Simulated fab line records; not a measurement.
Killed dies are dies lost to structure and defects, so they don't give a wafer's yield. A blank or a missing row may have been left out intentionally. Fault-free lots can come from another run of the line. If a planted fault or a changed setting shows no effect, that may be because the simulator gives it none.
Chamber matching    flow sfq-line    4 sister chambers for SFQ_TRILAYER_I3_VIA_ETCH_VIA_ETCH_088 on rie-diel-01
The step etches SiO2 in CHF3, stops on Nb, target depth 260 nm. 14 wafers are shown with their chamber, then 7 later ones without.

## WAFERS PAIRED WITH THEIR CHAMBERS
wafer   chamber  oes-product-au (a.u.)
L703.4  0        0.848
L703.5  3        0.860
L703.6  0        0.842
L711.2  0        0.866
L711.4  2        0.855
L711.6  2        0.864
L713.1  3        0.857
L713.3  0        0.861
L713.4  2        0.860
L715.2  0        0.852
L715.3  1        0.855
L715.5  0        0.852
L719.2  3        0.868
L719.3  0        0.859

SIGNATURES (averages over the wafers above)
reading         chamber 0  chamber 1  chamber 2  chamber 3  scatter within a chamber
oes-product-au  0.85429    0.85500    0.85967    0.86167    0.00715
Rule: a wafer lies at a distance from a chamber equal to the root of the sum of squares, over the readings, of (its reading less the chamber's mean, divided by the reading's scatter). If the next closest chamber is less than 2 further off than the closest, the wafer can't be placed; otherwise it belongs to the closest. How the scatter is found: for the shown wafers, subtract from each reading the mean of its chamber, square and add these, divide the total by (wafers less chambers), then take the root.

## WAFERS MISSING THEIR CHAMBER
wafer   oes-product-au (a.u.)
L719.4  0.858
L721.2  0.859
L721.3  0.864
L721.4  0.857
L722.1  0.848
L722.5  0.853
L722.6  0.848

## WHICH CHAMBER EACH WENT THROUGH
wafer   from the rows above                in truth
L719.4  can't be placed: 2 or 1 or 3 or 0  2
L721.2  can't be placed: 2 or 3 or 1 or 0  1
L721.3  can't be placed: 3 or 2 or 1 or 0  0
L721.4  can't be placed: 1 or 2 or 0 or 3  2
L722.1  can't be placed: 0 or 1 or 2 or 3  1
L722.5  can't be placed: 0 or 1 or 2 or 3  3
L722.6  can't be placed: 0 or 1 or 2 or 3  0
Placed correctly: 0 of 7. These rows do not allow placing 7 (true chamber among the candidates in 7). 0 placed wrongly.
